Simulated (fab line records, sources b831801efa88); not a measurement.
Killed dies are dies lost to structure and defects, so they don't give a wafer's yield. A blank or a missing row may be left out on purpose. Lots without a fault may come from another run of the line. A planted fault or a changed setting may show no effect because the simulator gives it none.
One fault seen from 2 desks | flow sky130 | each desk has only its own numbers; what lay behind them comes last

THE TOOL OWNER'S DESK: litho_track-03
The tool's own readings at SKY_CAP2M_SOFTBAKE_08 (time 60 s): means of the sampled wafers that have a number, for each lot that ran on this tool. A lot is out of limits, marked OUT, if its mean lies more than 4 standard deviations from the usual mean; the brackets give that distance.
Columns: A = heater_power_total_W at SKY_CAP2M_SOFTBAKE_08, usual 56.59 W; B = plate_temp_C at SKY_CAP2M_SOFTBAKE_08, usual 89.98 C; C = run_length_s at SKY_CAP2M_SOFTBAKE_08, usual 89.25 s
lot  | first seen here | A               | B     | C
L990 | day 41 02:55    | 56.61           | 90.00 | 89.04
L998 | day 43 07:56    | 57.90 (+33) OUT | 89.81 | 84.94 (-17) OUT
This desk's finding: out of limits on L998; first on L998, day 43 07:56 (heater_power_total_W at SKY_CAP2M_SOFTBAKE_08). In limits: L990.

THE METROLOGY DESK
What the gauges read, lot by lot, whatever tool the lot ran on: means of the sampled wafers that have a number. A lot is out of limits, marked OUT, if its mean lies more than 4 standard deviations from the usual mean; the brackets give that distance.
Columns: A = CAP2M_CVD_00_THK at SKY_CAP2M_THK_MEAS_01, usual 15.45 nm; B = CAP2M_TIN_RS at SKY_CAP2M_RS_MEAS_03, usual 6.93 ohm/sq; C = CAP2M_TIN_THK at SKY_CAP2M_THK_MEAS_04, usual 202.7 nm
lot  | first seen here | A     | B    | C
L990 | day 40 15:20    | 15.30 | 6.92 | 204.5
L991 | day 40 23:50    | 15.32 | 6.84 | 204.6
L998 | day 42 20:36    | 15.49 | 6.92 | 201.8
L106 | day 45 05:04    | 15.58 | 6.96 | 201.5
L110 | day 46 08:35    | 15.46 | 6.88 | 205.1
This desk's finding: nothing out of limits on any of the 5 lots.

PUT TOGETHER
The tool owner's desk could have raised an alarm at day 43 07:56, on L998.
The metrology desk saw nothing out of limits.
The metrology desk has L998 on record, within its limits.
Of the lots named, all ran SKY_CAP2M_SOFTBAKE_08 on litho_track-03.

WHAT THE SIMULATOR HAD PUT IN
Process parameter drift: litho_track-03, from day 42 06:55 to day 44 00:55, at SKY_CAP2M_SOFTBAKE_08. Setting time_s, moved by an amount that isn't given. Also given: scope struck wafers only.
Lots struck among those shown: L998.
Hours from the fault's start to each desk's first reading out of limits: the tool owner's desk, 25.
